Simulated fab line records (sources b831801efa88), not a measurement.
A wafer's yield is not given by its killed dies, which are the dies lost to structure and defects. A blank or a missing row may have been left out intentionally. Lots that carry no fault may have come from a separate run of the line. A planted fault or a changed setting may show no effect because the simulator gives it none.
Which tool did it? :: flow sky130 :: 11 lots, 33 wafers sampled, at 6 steps of a route of 708

## WHAT THE GAUGES SHOWED, per wafer
SKY_POLY_GATE_THK_MEAS_01.
lot: L247
measured: day 14 09:29
on: filmMetro-01
POLY_GATE_CVD_00_THK (nm): 178.8 179.2 178.4

lot: L248
measured: day 15 12:31
on: filmMetro-03
POLY_GATE_CVD_00_THK (nm): 180.8 179.7 179.5

lot: L249
measured: day 15 20:07
on: filmMetro-02
POLY_GATE_CVD_00_THK (nm): 179.2 181.1 180.0

lot: L252
measured: day 16 09:02
on: filmMetro-01
POLY_GATE_CVD_00_THK (nm): 180.2 183.5 181.8

lot: L261
measured: day 19 15:36
on: filmMetro-01
POLY_GATE_CVD_00_THK (nm): 181.2 181.7 181.3

lot: L262
measured: day 19 23:23
on: filmMetro-01
POLY_GATE_CVD_00_THK (nm): 180.2 178.6 181.1

lot: L263
measured: day 20 06:29
on: filmMetro-01
POLY_GATE_CVD_00_THK (nm): 178.0 179.9 177.2

lot: L264
measured: day 20 23:38
on: filmMetro-03
POLY_GATE_CVD_00_THK (nm): 180.4 180.9 182.5

lot: L265
measured: day 21 02:32
on: filmMetro-01
POLY_GATE_CVD_00_THK (nm): 181.5 181.3 180.4

lot: L266
measured: day 21 14:16
on: filmMetro-02
POLY_GATE_CVD_00_THK (nm): 178.5 178.1 179.1

lot: L267
measured: day 21 22:58
on: filmMetro-01
POLY_GATE_CVD_00_THK (nm): 179.6 180.3 180.7

SKY_LDD_LDN_OVL_MEAS_07.
lot: L247
measured: day 23 07:48
on: overlay-01
LDD_LDN_OVL (nm): 1.4 1.3 -1.4

lot: L248
measured: day 24 11:38
on: overlay-02
LDD_LDN_OVL (nm): -0.4 -0.4 -0.2

lot: L249
measured: day 24 18:23
on: overlay-02
LDD_LDN_OVL (nm): 0.2 -1.0 2.2

lot: L252
measured: day 25 13:08
on: overlay-02
LDD_LDN_OVL (nm): - - -

lot: L261
measured: day 28 11:17
on: overlay-02
LDD_LDN_OVL (nm): 0.5 1.2 -1.4

lot: L262
measured: day 28 22:09
on: overlay-01
LDD_LDN_OVL (nm): -0.5 -2.1 -3.4

lot: L263
measured: day 29 00:41
on: overlay-01
LDD_LDN_OVL (nm): -1.1 -0.7 -0.7

lot: L264
measured: day 29 18:05
on: overlay-02
LDD_LDN_OVL (nm): 0.0 -0.1 1.7

lot: L265
measured: day 29 23:29
on: overlay-01
LDD_LDN_OVL (nm): -0.1 -2.2 -1.4

lot: L266
measured: day 30 07:38
on: overlay-02
LDD_LDN_OVL (nm): 0.9 -1.2 1.9

lot: L267
measured: day 30 15:51
on: overlay-01
LDD_LDN_OVL (nm): -0.5 -0.3 1.1

SKY_LDD_LDN_TW_MEAS_13.
lot: L247
measured: day 23 08:32
on: filmMetro-03
LDD_LDN_TW: 1495 1484 1490

lot: L248
measured: day 24 12:23
on: filmMetro-03
LDD_LDN_TW: 1477 1475 1479

lot: L249
measured: day 24 19:08
on: filmMetro-03
LDD_LDN_TW: 1477 1471 1471

lot: L252
measured: day 25 13:53
on: filmMetro-03
LDD_LDN_TW: 30 30 30 30 30 30

lot: L261
measured: day 28 12:02
on: filmMetro-01
LDD_LDN_TW: 1481 1481 1478

lot: L262
measured: day 28 22:53
on: filmMetro-01
LDD_LDN_TW: 1471 1477 1472

lot: L263
measured: day 29 01:25
on: filmMetro-03
LDD_LDN_TW: 1488 1487 1487

lot: L264
measured: day 29 18:49
on: filmMetro-03
LDD_LDN_TW: 1498 1494 1490

lot: L265
measured: day 30 00:14
on: filmMetro-03
LDD_LDN_TW: 1480 1474 1476

lot: L266
measured: day 30 08:22
on: filmMetro-01
LDD_LDN_TW: 1476 1477 1478

lot: L267
measured: day 30 16:35
on: filmMetro-04
LDD_LDN_TW: 1516 1522 1519

## EACH LOT AND THE TOOL THAT RAN IT (in order: tool; ch and the chambers of the sampled wafers; start)
lot: L247
SKY_POLY_GATE_ETCH_15: rieDiel-01 ch 0,2,3, day 16 17:57
SKY_LDD_P_STRIP_10: plasmaAsher-02 ch 0,1, day 19 09:16
SKY_LDD_LDN_EXPOSE_04: ilineStepper-01 ch 0, day 22 16:14

lot: L248
SKY_POLY_GATE_ETCH_15: rieDiel-03 ch 1,2, day 17 22:20
SKY_LDD_P_STRIP_10: plasmaAsher-03 ch 0,1, day 20 16:55
SKY_LDD_LDN_EXPOSE_04: ilineStepper-01 ch 0, day 23 20:52

lot: L249
SKY_POLY_GATE_ETCH_15: rieDiel-03 ch 0,1,2, day 18 07:24
SKY_LDD_P_STRIP_10: plasmaAsher-03 ch 0,1, day 20 22:35
SKY_LDD_LDN_EXPOSE_04: ilineStepper-01 ch 0, day 24 04:14

lot: L252
SKY_POLY_GATE_ETCH_15: rieDiel-04 ch 0,1,3, day 18 22:15
SKY_LDD_P_STRIP_10: plasmaAsher-02 ch 0,1, day 21 18:49
SKY_LDD_LDN_EXPOSE_04: ilineStepper-01 ch 0, day 24 22:14

lot: L261
SKY_POLY_GATE_ETCH_15: rieDiel-01 ch 0,1,3, day 22 06:33
SKY_LDD_P_STRIP_10: plasmaAsher-03 ch 0,1, day 24 21:07
SKY_LDD_LDN_EXPOSE_04: ilineStepper-02 ch 0, day 27 21:28

lot: L262
SKY_POLY_GATE_ETCH_15: rieDiel-01 ch 0,1,3, day 22 16:24
SKY_LDD_P_STRIP_10: plasmaAsher-02 ch 0,1, day 25 07:05
SKY_LDD_LDN_EXPOSE_04: ilineStepper-01 ch 0, day 28 07:57

lot: L263
SKY_POLY_GATE_ETCH_15: rieDiel-03 ch 0,1,2, day 22 21:18
SKY_LDD_P_STRIP_10: plasmaAsher-01 ch 0,1, day 25 10:29
SKY_LDD_LDN_EXPOSE_04: ilineStepper-01 ch 0, day 28 10:05

lot: L264
SKY_POLY_GATE_ETCH_15: rieDiel-03 ch 0,1,3, day 23 14:45
SKY_LDD_P_STRIP_10: plasmaAsher-02 ch 0,1, day 26 04:05
SKY_LDD_LDN_EXPOSE_04: ilineStepper-01 ch 0, day 29 03:42

lot: L265
SKY_POLY_GATE_ETCH_15: rieDiel-04 ch 0,1,2, day 23 18:58
SKY_LDD_P_STRIP_10: plasmaAsher-01 ch 0,1, day 26 10:10
SKY_LDD_LDN_EXPOSE_04: ilineStepper-01 ch 0, day 29 09:59

lot: L266
SKY_POLY_GATE_ETCH_15: rieDiel-03 ch 0,2,3, day 24 05:18
SKY_LDD_P_STRIP_10: plasmaAsher-03 ch 0,1, day 26 17:53
SKY_LDD_LDN_EXPOSE_04: ilineStepper-02 ch 0, day 29 17:46

lot: L267
SKY_POLY_GATE_ETCH_15: rieDiel-03 ch 1,2,3, day 24 12:54
SKY_LDD_P_STRIP_10: plasmaAsher-02 ch 0,1, day 27 01:41
SKY_LDD_LDN_EXPOSE_04: ilineStepper-01 ch 0, day 30 02:22
- SKY_POLY_GATE_ETCH_15: etches BARC in N2/H2, stops on SiO2, time 118.5 s, target depth 110 nm.
- SKY_LDD_P_STRIP_10: strips in O2/N2.
- SKY_LDD_LDN_EXPOSE_04: exposes mask LDNTM, target cd 700 nm.

## AS READ BY THE TOOLS THEMSELVES (means over the sampled wafers that have a number; for cases with no such wafer, the mark the record gives instead)
SKY_POLY_GATE_ETCH_15.
lot: L247
tool: rieDiel-01
drypumpMotorCurrentA (A): 5.9
oesProductAu (a.u.): 0.716
throttleValvePct (%): 13.208

lot: L248
tool: rieDiel-03
drypumpMotorCurrentA (A): 5.9
oesProductAu (a.u.): 0.720
throttleValvePct (%): 13.210

lot: L249
tool: rieDiel-03
drypumpMotorCurrentA (A): 5.7
oesProductAu (a.u.): 0.715
throttleValvePct (%): 13.214

lot: L252
tool: rieDiel-04
drypumpMotorCurrentA (A): 5.6
oesProductAu (a.u.): 0.716
throttleValvePct (%): 13.216

lot: L261
tool: rieDiel-01
drypumpMotorCurrentA (A): 6.1
oesProductAu (a.u.): 0.721
throttleValvePct (%): 13.207

lot: L262
tool: rieDiel-01
drypumpMotorCurrentA (A): 6.1
oesProductAu (a.u.): 0.717
throttleValvePct (%): 13.218

lot: L263
tool: rieDiel-03
drypumpMotorCurrentA (A): 5.6
oesProductAu (a.u.): 0.715
throttleValvePct (%): 13.224

lot: L264
tool: rieDiel-03
drypumpMotorCurrentA (A): 5.7
oesProductAu (a.u.): 0.718
throttleValvePct (%): 13.212

lot: L265
tool: rieDiel-04
drypumpMotorCurrentA (A): 5.4
oesProductAu (a.u.): 0.713
throttleValvePct (%): 13.206

lot: L266
tool: rieDiel-03
drypumpMotorCurrentA (A): 5.6
oesProductAu (a.u.): 0.717
throttleValvePct (%): 13.209

lot: L267
tool: rieDiel-03
drypumpMotorCurrentA (A): 6.0
oesProductAu (a.u.): 0.717
throttleValvePct (%): 13.224

SKY_LDD_P_STRIP_10.
lot: L247
tool: plasmaAsher-02
drypumpMotorCurrentA (A): 5.9
oesProductAu (a.u.): 0.715
stripTimeToEndpointS (s): 14.26

lot: L248
tool: plasmaAsher-03
drypumpMotorCurrentA (A): 5.1
oesProductAu (a.u.): 0.717
stripTimeToEndpointS (s): 14.24

lot: L249
tool: plasmaAsher-03
drypumpMotorCurrentA (A): 5.5
oesProductAu (a.u.): 0.712
stripTimeToEndpointS (s): 14.27

lot: L252
tool: plasmaAsher-02
drypumpMotorCurrentA (A): 5.9
oesProductAu (a.u.): 0.715
stripTimeToEndpointS (s): 14.14

lot: L261
tool: plasmaAsher-03
drypumpMotorCurrentA (A): 5.5
oesProductAu (a.u.): 0.720
stripTimeToEndpointS (s): 14.16

lot: L262
tool: plasmaAsher-02
drypumpMotorCurrentA (A): 5.9
oesProductAu (a.u.): 0.710
stripTimeToEndpointS (s): 14.18

lot: L263
tool: plasmaAsher-01
drypumpMotorCurrentA (A): 5.9
oesProductAu (a.u.): 0.717
stripTimeToEndpointS (s): 14.16

lot: L264
tool: plasmaAsher-02
drypumpMotorCurrentA (A): 5.9
oesProductAu (a.u.): 0.713
stripTimeToEndpointS (s): 14.23

lot: L265
tool: plasmaAsher-01
drypumpMotorCurrentA (A): 5.9
oesProductAu (a.u.): 0.718
stripTimeToEndpointS (s): 14.21

lot: L266
tool: plasmaAsher-03
drypumpMotorCurrentA (A): 5.5
oesProductAu (a.u.): 0.713
stripTimeToEndpointS (s): 14.15

lot: L267
tool: plasmaAsher-02
drypumpMotorCurrentA (A): 5.9
oesProductAu (a.u.): 0.717
stripTimeToEndpointS (s): 14.15

SKY_LDD_LDN_EXPOSE_04.
lot: L247
tool: ilineStepper-01
focusOffsetNm (nm): 0.5

lot: L248
tool: ilineStepper-01
focusOffsetNm (nm): 0.0

lot: L249
tool: ilineStepper-01
focusOffsetNm (nm): -0.1

lot: L252
tool: ilineStepper-01
focusOffsetNm (nm): -0.6

lot: L261
tool: ilineStepper-02
focusOffsetNm (nm): 0.4

lot: L262
tool: ilineStepper-01
focusOffsetNm (nm): 0.3

lot: L263
tool: ilineStepper-01
focusOffsetNm (nm): -0.7

lot: L264
tool: ilineStepper-01
focusOffsetNm (nm): 0.3

lot: L265
tool: ilineStepper-01
focusOffsetNm (nm): -0.1

lot: L266
tool: ilineStepper-02
focusOffsetNm (nm): -0.6

lot: L267
tool: ilineStepper-01
focusOffsetNm (nm): 0.1

## THE ANSWER, worked out from the rows above alone
Rule: what is usual is taken from the lots themselves. Put in order of their means at a reading, lots are off if they are a third of the lots or fewer, leave a main group of 4 or more, and stand apart from it by a gap of 3 or more times the standard deviation of the main group's means; of several such gaps the widest counts. A main group whose means are all the same, to the digits that the tables above print for the reading, isn't used. Also off: a lot with no number at a reading for which 4 or more lots have one. Where the step has rows for the other lots, those lots are counted as sound. Order of review: gauges by route order, followed by the tools' own readings, for which a lot's mean as printed above is used. At the first step where some lot is off, the reading lying furthest off is the one used; lots without a number count as furthest.
Off: at SKY_LDD_LDN_OVL_MEAS_07 (LDD_LDN_OVL), L252. Without a number there: L252. Mean -0.2 nm and standard deviation 0.83 in the main group.
If a tool, at a process step before that reading, ran all the lots that are off and no sound lot after the first of them, it fits. The gauges at SKY_LDD_LDN_OVL_MEAS_07 aren't tried: what is off there is off at SKY_LDD_LDN_TW_MEAS_13 too, on other tools, and a gauge's error can't cause that. Of those tried, none fits.

## WHAT HAD BEEN PUT IN BY THE SIMULATOR
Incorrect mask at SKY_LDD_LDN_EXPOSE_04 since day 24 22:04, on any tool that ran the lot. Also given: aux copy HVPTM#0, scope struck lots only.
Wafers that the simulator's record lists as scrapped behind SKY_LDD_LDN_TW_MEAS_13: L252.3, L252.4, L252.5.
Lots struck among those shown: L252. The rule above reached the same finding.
